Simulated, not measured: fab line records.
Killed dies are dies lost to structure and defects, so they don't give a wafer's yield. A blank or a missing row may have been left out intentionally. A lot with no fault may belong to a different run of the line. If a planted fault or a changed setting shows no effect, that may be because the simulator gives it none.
fab line records	flow sky130
[record] lots = 24	wafers = 72	last_day = 50
route steps=708 shown CONTACT@423 VIA1@480 CAPM@550 VIA3@574 CAP2M@615 PASSIVATION@693
lots that met no fault: from a run of the same line without faults
start_h: hours from the record's first day to the start of the lot's first wafer shown	wait_h: hours since the lot's step before	" the same as in the row above	L1.1+2: several wafers, shown together as one row	- no value, or no start was given	* or withheld: withheld	< > ~ a bound
route shown NAME@n: a module of which the file shows steps, and the number in the route of the first	usual: average and standard deviation across the fault-free wafers	same: alike in all rows	chamber/n: place in a boat	sites: readings site by site	_std_site: how widely they spread, as a standard deviation	_edge_site: the outer-site mean with the inner-site mean subtracted	radius_mm: for every site, how far away it sits from the centre of the wafer	mask NAME#n: copy n	behind: tool/chamber where the wafer was last shaped	hold: why the lot went on hold/how many hours it stayed there/how the hold came to an end	device: whichever transistor did not switch (one of n, p or np)	end of line: tests of these same wafers at the route's end	where a step has no rows: the recipe by itself	killed: at the first sort, the dies lost to defects and structure; wafer yield is something else	map: the dies of a wafer, with x for killed, . for not killed, _ for no die there
set.NAME: the setting the step ran with; set.NAME@STEP: the setting that earlier step ran with	model.NAME: the simulator's own value behind a step, which no gauge read
steps of the route over a sample of lots; a table a step, a row a wafer
services: when a tool's chamber went out of use (start_h, in hours from the record's first day, below 0 if earlier), for how many hours, and the reason
[[steps]]
[step SKY_CONTACT_ETCH_17]
[recipe] target = SiO2	chemistry = C4F8/O2/Ar	stop_on = Si3N4	mask_material = KrF-thick	source_w = 1500	bias_w = 1200	pressure_mtorr = 40	c4f8_flow_sccm = withheld	O2_flow_sccm = 6	Ar_flow_sccm = 300	time_s = withheld	target_depth_a = 3400
[usual] oes_product_au = 0.891/0.0046
lot.wafer	tool	chamber	start_h	wait_h	oes_product_au
L074.3	rie_diel-03	1	732.31	0.0	0.892
L074.5	"	0	"	"	0.890
L074.6	"	1	"	"	0.893
L075.2	rie_diel-04	2	740.04	0.0	0.889
L075.3	"	0	"	"	0.896
L075.6	"	1	"	"	0.883
L076.1	rie_diel-04	3	758.64	0.0	0.893
L076.2	"	2	"	"	0.884
L076.6	"	0	"	"	0.891
L077.2	rie_diel-04	3	774.59	0.0	0.886
L077.3	"	0	"	"	0.888
L077.4	"	2	"	"	0.886
L078.3	rie_diel-01	0	780.74	0.0	0.896
L078.5	"	0	"	"	0.887
L078.6	"	3	"	"	0.887
L080.1	rie_diel-03	2	791.36	0.0	0.887
L080.2	"	0	"	"	0.890
L080.5	"	0	"	"	0.894
L079.2	rie_diel-01	0	792.51	0.0	0.890
L079.3	"	3	"	"	0.889
L079.5	"	0	"	"	0.890
L081.1	rie_diel-03	2	795.39	0.0	0.887
L081.4	"	0	"	"	0.885
L081.6	"	1	"	"	0.883
L082.2	rie_diel-03	2	800.86	0.0	0.892
L082.3	"	0	"	"	0.883
L082.6	"	2	"	"	0.891
L083.3	rie_diel-01	1	807.61	0.0	0.880
L083.4	"	3	"	"	0.891
L083.5	"	0	"	"	0.896
L085.2	rie_diel-03	1	825.11	0.0	0.897
L085.3	"	3	"	"	0.892
L085.6	"	0	"	"	0.892
L084.2	rie_diel-04	1	826.59	0.0	0.889
L084.3	"	3	"	"	0.892
L084.6	"	3	"	"	0.899
L086.1	rie_diel-04	3	828.34	0.0	0.899
L086.4	"	1	"	"	0.896
L086.6	"	3	"	"	0.894
L087.2	rie_diel-04	0	836.56	0.0	0.888
L087.4	"	2	"	"	0.885
L087.6	"	2	"	"	0.896
L088.2	rie_diel-04	1	849.44	0.0	0.892
L088.3	"	2	"	"	0.883
L088.6	"	3	"	"	0.886
L089.2	rie_diel-01	3	854.61	0.0	0.894
L089.3	"	2	"	"	0.893
L089.5	"	0	"	"	0.883
L090.1	rie_diel-03	2	860.09	0.0	0.883
L090.2	"	0	"	"	0.890
L090.4	"	3	"	"	0.884
L091.1	rie_diel-04	0	865.81	0.0	0.893
L091.2	"	3	"	"	0.885
L091.4	"	1	"	"	0.889
L092.1	rie_diel-03	1	875.39	0.0	0.896
L092.2	"	3	"	"	0.893
L092.6	"	3	"	"	0.886
L093.3	rie_diel-03	2	878.09	0.0	0.894
L093.4	"	0	"	"	0.890
L093.5	"	2	"	"	0.890
L094.3	rie_diel-04	3	881.71	0.0	0.890
L094.4	"	0	"	"	0.894
L094.5	"	2	"	"	0.881
L095.1	rie_diel-03	0	890.96	0.0	0.892
L095.2	"	1	"	"	0.884
L095.5	"	2	"	"	0.896
L096.2	rie_diel-01	2	914.64	0.0	0.896
L096.5	"	3	"	"	0.893
L096.6	"	2	"	"	0.891
L097.1	rie_diel-03	1	915.29	0.0	0.891
L097.2	"	0	"	"	0.889
L097.6	"	2	"	"	0.896
[step SKY_VIA1_RS_MEAS_22]
[recipe] thk_meas_gauge = four-point-probe	reads = W_of_VIA1_CVD_21+TiN_of_VIA1_SPUTTER_20
[usual] VIA1_W_RS = 0.426/0.0054
lot.wafer	tool	chamber	start_h	wait_h	VIA1_W_RS[ohm/sq]
L074.3	film_metro-02	-	791.67	0.1	0.434
L074.5	"	-	"	"	0.430
L074.6	"	-	"	"	0.425
L075.2	film_metro-01	-	797.40	0.1	0.424
L075.3	"	-	"	"	0.427
L075.6	"	-	"	"	0.430
L076.1	film_metro-01	-	815.69	0.1	0.422
L076.2	"	-	"	"	0.429
L076.6	"	-	"	"	0.429
L077.2	film_metro-01	-	832.62	0.1	0.428
L077.3	"	-	"	"	0.425
L077.4	"	-	"	"	0.429
L078.3	film_metro-04	-	837.94	0.1	0.434
L078.5	"	-	"	"	0.437
L078.6	"	-	"	"	0.433
L080.1	film_metro-02	-	849.27	0.1	0.442
L080.2	"	-	"	"	0.433
L080.5	"	-	"	"	0.442
L079.2	film_metro-01	-	850.30	0.1	0.429
L079.3	"	-	"	"	0.427
L079.5	"	-	"	"	0.424
L081.1	film_metro-02	-	851.55	0.1	0.419
L081.4	"	-	"	"	0.423
L081.6	"	-	"	"	0.417
L082.2	film_metro-02	-	858.19	0.1	0.427
L082.3	"	-	"	"	0.420
L082.6	"	-	"	"	0.427
L083.3	film_metro-04	-	864.97	0.1	0.429
L083.4	"	-	"	"	0.422
L083.5	"	-	"	"	0.429
L085.2	film_metro-01	-	881.46	0.1	0.438
L085.3	"	-	"	"	0.432
L085.6	"	-	"	"	0.437
L084.2	film_metro-04	-	883.92	0.1	0.421
L084.3	"	-	"	"	0.421
L084.6	"	-	"	"	0.426
L086.1	film_metro-02	-	885.38	0.1	0.423
L086.4	"	-	"	"	0.418
L086.6	"	-	"	"	0.419
L087.2	film_metro-01	-	892.26	0.1	0.424
L087.4	"	-	"	"	0.428
L087.6	"	-	"	"	0.424
L088.2	film_metro-02	-	905.38	0.1	0.423
L088.3	"	-	"	"	0.423
L088.6	"	-	"	"	0.423
L089.2	film_metro-04	-	909.15	0.1	0.429
L089.3	"	-	"	"	0.422
L089.5	"	-	"	"	0.432
L090.1	film_metro-01	-	916.06	0.1	0.427
L090.2	"	-	"	"	0.428
L090.4	"	-	"	"	0.424
L091.1	film_metro-02	-	920.88	0.1	0.423
L091.2	"	-	"	"	0.429
L091.4	"	-	"	"	0.429
L092.1	film_metro-02	-	929.25	0.1	0.421
L092.2	"	-	"	"	0.427
L092.6	"	-	"	"	0.429
L093.3	film_metro-04	-	932.56	0.1	0.427
L093.4	"	-	"	"	0.421
L093.5	"	-	"	"	0.425
L094.3	film_metro-04	-	936.36	0.1	0.426
L094.4	"	-	"	"	0.418
L094.5	"	-	"	"	0.430
L095.1	film_metro-04	-	944.96	0.1	0.422
L095.2	"	-	"	"	0.426
L095.5	"	-	"	"	0.425
L096.2	film_metro-02	-	967.26	0.1	0.424
L096.5	"	-	"	"	0.424
L096.6	"	-	"	"	0.429
L097.1	film_metro-04	-	967.94	0.1	0.419
L097.2	"	-	"	"	0.419
L097.6	"	-	"	"	0.421
[step SKY_CAPM_METAL_ETCH_13]
[recipe] target_depth_nm = 220	stop_on = SiO2	chemistry = Cl2/BCl3	target = TiN	pressure_mtorr = 10	icp_w = 900	bias_w = 48.5	Cl2_flow_sccm = 60	bcl3_flow_sccm = 30	time_s = 62.9
[usual] drypump_motor_current_A = 5.8/0.35	oes_product_au = 0.943/0.0083	throttle_valve_pct = 21.902/0.01
lot.wafer	tool	chamber	start_h	wait_h	drypump_motor_current_A	oes_product_au	rf_hours_counter_h	throttle_valve_pct
L074.3	rie_metal-02	0	874.45	0.0	6.2	0.934	-	21.910
L074.5	"	0	"	"	6.2	0.933	-	21.899
L074.6	"	1	"	"	5.4	0.946	-	21.913
L075.2	rie_metal-03	1	879.30	0.0	6.2	0.939	13	21.897
L075.3	"	0	"	"	6.1	0.939	-	21.885
L075.6	"	1	"	"	6.2	0.934	-	21.905
L076.1	rie_metal-03	0	897.88	0.0	6.1	0.957	2	21.907
L076.2	"	1	"	"	6.2	0.943	13	21.898
L076.6	"	0	"	"	6.1	0.951	-	21.900
L077.2	rie_metal-01	1	914.25	0.0	5.6	0.931	15	21.910
L077.3	"	0	"	"	5.4	0.929	-	21.907
L077.4	"	1	"	"	5.6	0.944	-	21.903
L078.3	rie_metal-01	0	918.40	0.0	5.4	0.957	-	21.908
L078.5	"	1	"	"	5.6	0.944	-	21.910
L078.6	"	0	"	"	5.4	0.943	-	21.899
L080.1	rie_metal-02	0	930.30	0.0	6.3	0.945	13	21.900
L080.2	"	1	"	"	5.5	0.949	12	21.902
L080.5	"	0	"	"	6.3	0.935	-	21.907
L079.2	rie_metal-03	0	931.20	0.0	6.1	0.943	3	21.918
L079.3	"	0	"	"	6.1	0.958	-	21.883
L079.5	"	0	"	"	6.1	0.955	-	21.897
L081.1	rie_metal-01	0	932.05	0.0	5.4	0.943	1	21.900
L081.4	"	0	"	"	5.4	0.943	-	21.903
L081.6	"	0	"	"	5.4	0.938	-	21.909
L082.2	rie_metal-02	1	939.45	0.0	5.4	0.955	12	21.908
L082.3	"	1	"	"	5.4	0.941	-	21.913
L082.6	"	0	"	"	6.3	0.941	-	21.891
L083.3	rie_metal-02	0	942.97	0.0	6.3	0.941	-	21.906
L083.4	"	1	"	"	5.5	0.957	-	21.881
L083.5	"	0	"	"	6.3	0.952	-	21.893
L085.2	rie_metal-01	0	959.65	0.0	5.4	0.948	3	21.924
L085.3	"	0	"	"	5.4	0.947	-	21.881
L085.6	"	1	"	"	5.6	0.941	-	21.934
L084.2	rie_metal-03	1	962.65	0.0	6.2	0.939	17	21.890
L084.3	"	1	"	"	6.2	0.941	-	21.898
L084.6	"	0	"	"	6.1	0.937	-	21.896
L086.1	rie_metal-02	1	965.13	0.0	5.4	0.947	14	21.905
L086.4	"	0	"	"	6.2	0.945	-	21.883
L086.6	"	1	"	"	5.4	0.954	-	21.899
L087.2	rie_metal-01	0	969.50	0.0	5.4	0.951	3	21.894
L087.4	"	1	"	"	5.6	0.962	-	21.886
L087.6	"	1	"	"	5.6	0.966	-	21.895
L088.2	rie_metal-02	1	981.33	0.0	5.5	0.946	15	21.912
L088.3	"	0	"	"	6.3	0.943	-	21.905
L088.6	"	1	"	"	5.4	0.948	-	21.886
L089.2	rie_metal-01	1	986.03	0.0	5.6	0.943	18	21.913
L089.3	"	1	"	"	5.6	0.941	-	21.908
L089.5	"	0	"	"	5.4	0.938	-	21.906
L090.1	rie_metal-01	1	991.95	0.0	5.6	0.944	19	21.900
L090.2	"	0	"	"	5.4	0.955	4	21.907
L090.4	"	0	"	"	5.4	0.933	-	21.895
L091.1	rie_metal-02	1	998.15	0.0	5.4	0.950	16	21.894
L091.2	"	0	"	"	6.3	0.942	17	21.905
L091.4	"	0	"	"	6.3	0.945	-	21.898
L092.1	rie_metal-02	1	1004.40	0.0	5.4	0.950	16	21.911
L092.2	"	0	"	"	6.3	0.937	17	21.896
L092.6	"	0	"	"	6.2	0.939	-	21.898
L093.3	rie_metal-01	1	1007.51	0.0	5.6	0.938	-	21.892
L093.4	"	0	"	"	5.4	0.945	-	21.908
L093.5	"	0	"	"	5.4	0.940	-	21.909
L094.3	rie_metal-01	0	1013.23	0.1	5.4	0.936	-	21.919
L094.4	"	0	"	"	5.4	0.944	-	21.881
L094.5	"	0	"	"	5.4	0.938	-	21.911
L095.1	rie_metal-01	0	1019.75	0.0	5.4	0.941	6	21.905
L095.2	"	0	"	"	5.4	0.943	-	21.895
L095.5	"	0	"	"	5.4	0.942	-	21.902
L096.2	rie_metal-03	0	1039.76	0.0	6.1	0.947	10	21.908
L096.5	"	1	"	"	6.2	0.941	-	21.903
L096.6	"	0	"	"	6.1	0.929	-	21.891
L097.1	rie_metal-01	1	1041.05	0.0	5.6	0.947	0	21.912
L097.2	"	0	"	"	5.4	0.940	8	21.892
L097.6	"	1	"	"	5.6	0.946	-	21.896
[step SKY_VIA3_THK_MEAS_01]
[recipe] reads = SiO2_of_VIA3_HDPCVD_00
[usual] VIA3_HDPCVD_THK = 1633/20
lot.wafer	tool	chamber	start_h	wait_h	VIA3_HDPCVD_THK[nm]
L074.3	film_metro-04	-	901.86	0.1	1638
L074.5	"	-	"	"	1642
L074.6	"	-	"	"	1627
L075.2	film_metro-02	-	907.07	0.1	1657
L075.3	"	-	"	"	1652
L075.6	"	-	"	"	1666
L076.1	film_metro-02	-	924.39	0.1	1635
L076.2	"	-	"	"	1635
L076.6	"	-	"	"	1610
L077.2	film_metro-02	-	941.19	0.1	1648
L077.3	"	-	"	"	1625
L077.4	"	-	"	"	1643
L078.3	film_metro-02	-	945.43	0.1	1614
L078.5	"	-	"	"	1589
L078.6	"	-	"	"	1639
L080.1	film_metro-02	-	956.31	0.1	1624
L080.2	"	-	"	"	1652
L080.5	"	-	"	"	1668
L079.2	film_metro-02	-	958.00	0.1	1655
L079.3	"	-	"	"	1611
L079.5	"	-	"	"	1617
L081.1	film_metro-01	-	958.44	0.1	1649
L081.4	"	-	"	"	1655
L081.6	"	-	"	"	1635
L082.2	film_metro-02	-	965.52	0.1	1606
L082.3	"	-	"	"	1624
L082.6	"	-	"	"	1608
L083.3	film_metro-04	-	968.56	0.1	1665
L083.4	"	-	"	"	1659
L083.5	"	-	"	"	1636
L085.2	film_metro-01	-	984.97	0.1	1653
L085.3	"	-	"	"	1650
L085.6	"	-	"	"	1622
L084.2	film_metro-01	-	988.05	0.1	1653
L084.3	"	-	"	"	1631
L084.6	"	-	"	"	1620
L086.1	film_metro-04	-	990.47	0.1	1617
L086.4	"	-	"	"	1625
L086.6	"	-	"	"	1645
L087.2	film_metro-02	-	995.36	0.1	1620
L087.4	"	-	"	"	1647
L087.6	"	-	"	"	1641
L088.2	film_metro-04	-	1007.34	0.1	1648
L088.3	"	-	"	"	1586
L088.6	"	-	"	"	1618
L089.2	film_metro-04	-	1011.81	0.1	1630
L089.3	"	-	"	"	1617
L089.5	"	-	"	"	1658
L090.1	film_metro-01	-	1017.04	0.1	1599
L090.2	"	-	"	"	1619
L090.4	"	-	"	"	1604
L091.1	film_metro-02	-	1024.17	0.1	1615
L091.2	"	-	"	"	1644
L091.4	"	-	"	"	1649
L092.1	film_metro-02	-	1029.13	0.1	1604
L092.2	"	-	"	"	1649
L092.6	"	-	"	"	1631
L093.3	film_metro-04	-	1032.46	0.1	1591
L093.4	"	-	"	"	1595
L093.5	"	-	"	"	1624
L094.3	film_metro-04	-	1037.60	0.1	1657
L094.4	"	-	"	"	1670
L094.5	"	-	"	"	1628
L095.1	film_metro-01	-	1044.04	0.1	1612
L095.2	"	-	"	"	1591
L095.5	"	-	"	"	1575
L096.2	film_metro-02	-	1063.90	0.1	1645
L096.5	"	-	"	"	1631
L096.6	"	-	"	"	1671
L097.1	film_metro-02	-	1064.13	0.1	1630
L097.2	"	-	"	"	1618
L097.6	"	-	"	"	1596
[step SKY_CAP2M_OVL_MEAS_12]
[usual] CAP2M_OVL = -1.1/1.3
lot.wafer	tool	chamber	start_h	wait_h	CAP2M_OVL[nm]
L074.3	overlay-02	-	952.81	0.1	0.8
L074.5	"	-	"	"	0.5
L074.6	"	-	"	"	1.0
L075.2	overlay-01	-	957.85	0.1	-1.1
L075.3	"	-	"	"	-0.1
L075.6	"	-	"	"	0.2
L076.1	overlay-01	-	973.85	0.1	0.1
L076.2	"	-	"	"	-0.2
L076.6	"	-	"	"	-0.9
L077.2	overlay-01	-	990.85	0.1	0.1
L077.3	"	-	"	"	0.6
L077.4	"	-	"	"	0.5
L078.3	overlay-01	-	994.91	0.1	-1.7
L078.5	"	-	"	"	-2.4
L078.6	"	-	"	"	-1.4
L080.1	overlay-01	-	1005.24	0.1	-1.7
L080.2	"	-	"	"	-3.6
L080.5	"	-	"	"	-3.2
L079.2	overlay-02	-	1006.77	0.1	-1.6
L079.3	"	-	"	"	-1.4
L079.5	"	-	"	"	-0.7
L081.1	overlay-01	-	1007.70	0.1	-0.7
L081.4	"	-	"	"	-1.1
L081.6	"	-	"	"	-0.7
L082.2	overlay-02	-	1015.00	0.1	-0.2
L082.3	"	-	"	"	-0.6
L082.6	"	-	"	"	-2.0
L083.3	overlay-01	-	1017.18	0.1	-2.1
L083.4	"	-	"	"	-2.4
L083.5	"	-	"	"	-3.2
L085.2	overlay-01	-	1033.85	0.1	-2.2
L085.3	"	-	"	"	-2.0
L085.6	"	-	"	"	-2.7
L084.2	overlay-01	-	1036.60	0.1	-0.1
L084.3	"	-	"	"	-1.5
L084.6	"	-	"	"	0.7
L086.1	overlay-02	-	1039.21	0.1	-0.4
L086.4	"	-	"	"	-2.2
L086.6	"	-	"	"	-0.1
L087.2	overlay-02	-	1041.90	0.1	-2.7
L087.4	"	-	"	"	-2.7
L087.6	"	-	"	"	-1.8
L088.2	overlay-02	-	1055.10	0.1	-1.2
L088.3	"	-	"	"	-1.2
L088.6	"	-	"	"	-0.9
L089.2	overlay-02	-	1058.25	0.1	-2.2
L089.3	"	-	"	"	-0.7
L089.5	"	-	"	"	-1.9
L090.1	overlay-02	-	1063.85	0.1	-1.2
L090.2	"	-	"	"	-0.8
L090.4	"	-	"	"	-1.5
L091.1	overlay-02	-	1070.09	0.1	3.6
L091.2	"	-	"	"	1.9
L091.4	"	-	"	"	2.1
L092.1	overlay-02	-	1072.59	0.1	-0.5
L092.2	"	-	"	"	-1.6
L092.6	"	-	"	"	-1.2
L093.3	overlay-02	-	1077.61	0.1	0.6
L093.4	"	-	"	"	0.1
L093.5	"	-	"	"	1.2
L094.3	overlay-01	-	1081.81	0.1	-2.2
L094.4	"	-	"	"	-1.4
L094.5	"	-	"	"	-0.6
L095.1	overlay-02	-	1089.59	0.1	-0.7
L095.2	"	-	"	"	-0.6
L095.5	"	-	"	"	-0.4
L096.2	overlay-02	-	1108.15	0.1	-1.3
L096.5	"	-	"	"	-1.9
L096.6	"	-	"	"	-2.6
L097.1	overlay-02	-	1108.79	0.1	-2.7
L097.2	"	-	"	"	-3.3
L097.6	"	-	"	"	-3.1
[step SKY_PASSIVATION_STRIP_12]
[recipe] chemistry = O2/N2	power_w = 1400	pressure_mtorr = 1500	platen_temp_c = withheld	overash_fraction = 0.7	o2_flow_sccm = 3000	n2_flow_sccm = 300
[usual] drypump_motor_current_A = 5.8/0.46	oes_product_au = 0.661/0.0045	strip_time_to_endpoint_s = 31.41/0.16
lot.wafer	tool	chamber	start_h	wait_h	drypump_motor_current_A	oes_product_au	rf_hours_counter_h	strip_time_to_endpoint_s
L074.3	plasma_asher-04	0	1050.13	0.1	5.2	0.658	-	31.81
L074.5	"	0	"	"	5.2	0.658	-	31.45
L074.6	"	1	"	"	5.9	0.658	-	31.44
L075.2	plasma_asher-04	0	1055.75	0.1	5.2	0.661	64	31.28
L075.3	"	0	"	"	5.2	0.654	-	31.06
L075.6	"	1	"	"	5.9	0.655	-	31.20
L076.1	plasma_asher-01	0	1069.10	0.1	5.8	0.658	0	31.41
L076.2	"	1	"	"	6.7	0.668	0	31.42
L076.6	"	1	"	"	6.7	0.670	-	31.50
L077.2	plasma_asher-02	0	1083.62	0.1	5.9	0.662	104	31.42
L077.3	"	1	"	"	5.7	0.659	-	31.62
L077.4	"	0	"	"	6.0	0.663	-	31.66
L078.3	plasma_asher-04	1	1087.75	0.1	5.9	0.662	-	31.43
L078.5	"	1	"	"	5.9	0.666	-	31.50
L078.6	"	0	"	"	5.2	0.658	-	31.21
L080.1	plasma_asher-01	1	1095.00	0.1	6.7	0.662	3	31.36
L080.2	"	0	"	"	5.8	0.657	3	31.25
L080.5	"	1	"	"	6.7	0.658	-	31.40
L079.2	plasma_asher-04	1	1097.10	0.1	5.9	0.658	69	31.39
L079.3	"	0	"	"	5.2	0.652	-	31.67
L079.5	"	1	"	"	5.9	0.666	-	31.53
L081.1	plasma_asher-04	0	1100.32	0.1	5.2	0.662	69	31.27
L081.4	"	0	"	"	5.2	0.662	-	31.19
L081.6	"	0	"	"	5.2	0.671	-	31.25
L082.2	plasma_asher-02	1	1106.00	0.1	5.7	0.658	106	31.02
L082.3	"	0	"	"	6.0	0.659	-	31.16
L082.6	"	0	"	"	5.9	0.668	-	31.30
L083.3	plasma_asher-04	0	1108.05	0.1	5.2	0.655	-	31.27
L083.4	"	1	"	"	5.9	0.651	-	31.24
L083.5	"	0	"	"	5.2	0.667	-	31.07
L085.2	plasma_asher-01	1	1122.17	0.1	6.7	0.658	5	31.48
L085.3	"	1	"	"	6.8	0.667	-	31.62
L085.6	"	1	"	"	6.7	0.658	-	31.65
L084.2	plasma_asher-04	0	1123.87	0.1	5.2	0.662	71	31.38
L084.3	"	0	"	"	5.2	0.667	-	31.36
L084.6	"	1	"	"	5.9	0.656	-	31.46
L086.1	plasma_asher-02	1	1129.50	0.1	5.7	0.663	109	31.44
L086.4	"	1	"	"	5.8	0.664	-	31.17
L086.6	"	0	"	"	6.0	0.661	-	31.48
L087.2	plasma_asher-01	1	1130.35	0.1	6.8	0.664	6	31.50
L087.4	"	1	"	"	6.8	0.659	-	31.48
L087.6	"	0	"	"	5.8	0.659	-	31.58
L088.2	plasma_asher-01	0	1140.92	0.1	5.8	0.661	7	31.43
L088.3	"	0	"	"	5.8	0.666	-	31.39
L088.6	"	1	"	"	6.7	0.655	-	31.46
L089.2	plasma_asher-01	1	1142.85	0.1	6.7	0.654	7	31.45
L089.3	"	0	"	"	5.8	0.663	-	31.64
L089.5	"	0	"	"	5.8	0.663	-	31.61
L090.1	plasma_asher-04	0	1150.25	0.1	5.2	0.665	73	31.24
L090.2	"	1	"	"	5.9	0.659	73	31.42
L090.4	"	0	"	"	5.2	0.667	-	31.29
L091.1	plasma_asher-01	0	1154.40	0.1	5.8	0.664	8	31.42
L091.2	"	1	"	"	6.8	0.664	8	31.47
L091.4	"	0	"	"	5.8	0.666	-	31.46
L092.1	plasma_asher-02	1	1155.70	0.1	5.7	0.653	111	31.49
L092.2	"	0	"	"	5.9	0.669	111	31.48
L092.6	"	1	"	"	5.7	0.663	-	31.51
L093.3	plasma_asher-04	1	1160.54	0.1	5.9	0.656	-	31.52
L093.4	"	0	"	"	5.2	0.652	-	31.64
L093.5	"	0	"	"	5.2	0.660	-	31.64
L094.3	plasma_asher-04	1	1163.38	0.1	5.9	0.652	-	31.30
L094.4	"	0	"	"	5.2	0.671	-	31.28
L094.5	"	0	"	"	5.2	0.659	-	31.24
L095.1	plasma_asher-02	0	1171.15	0.1	5.9	0.664	113	31.54
L095.2	"	1	"	"	5.8	0.665	113	31.46
L095.5	"	1	"	"	5.7	0.661	-	31.36
L096.2	plasma_asher-02	0	1186.55	0.1	6.0	0.656	114	31.45
L096.5	"	0	"	"	5.9	0.649	-	31.26
L096.6	"	1	"	"	5.8	0.662	-	31.35
L097.1	plasma_asher-04	1	1186.90	0.1	5.9	0.658	77	31.20
L097.2	"	0	"	"	5.2	0.657	77	31.30
L097.6	"	0	"	"	5.2	0.663	-	31.30
[[services]]
tool	chamber	start_h	hours	kind
plasma_asher-04	-	724.69	11.8	repair
rie_metal-02	-	727.72	0.7	repair
rie_metal-01	1	743.48	3.1	repair
rie_diel-03	2	765.72	4.8	repair
plasma_asher-04	-	772.67	2.8	pm
rie_diel-04	-	780.45	1.3	repair
rie_diel-04	0	811.74	2.6	repair
rie_diel-04	-	856.70	0.6	repair
rie_metal-01	-	878.99	2.8	pm
rie_diel-04	3	904.07	4.5	repair
rie_diel-04	-	958.12	0.6	repair
rie_metal-01	-	961.59	0.3	repair
rie_diel-04	3	976.31	7.3	repair
rie_diel-03	0	992.67	10.2	repair
rie_diel-03	-	994.00	24.8	repair
rie_diel-03	-	1016.12	1.1	repair
rie_diel-03	-	1024.45	0.3	repair
rie_metal-02	-	1030.54	4.2	repair
rie_metal-02	1	1034.24	5.7	repair
rie_diel-03	2	1043.04	19.6	repair
rie_diel-03	2	1065.29	9.8	repair
rie_diel-03	-	1074.38	4.3	pm
plasma_asher-04	-	1126.64	1.6	repair
rie_diel-03	2	1182.41	2.5	repair
[[key]]
fault none
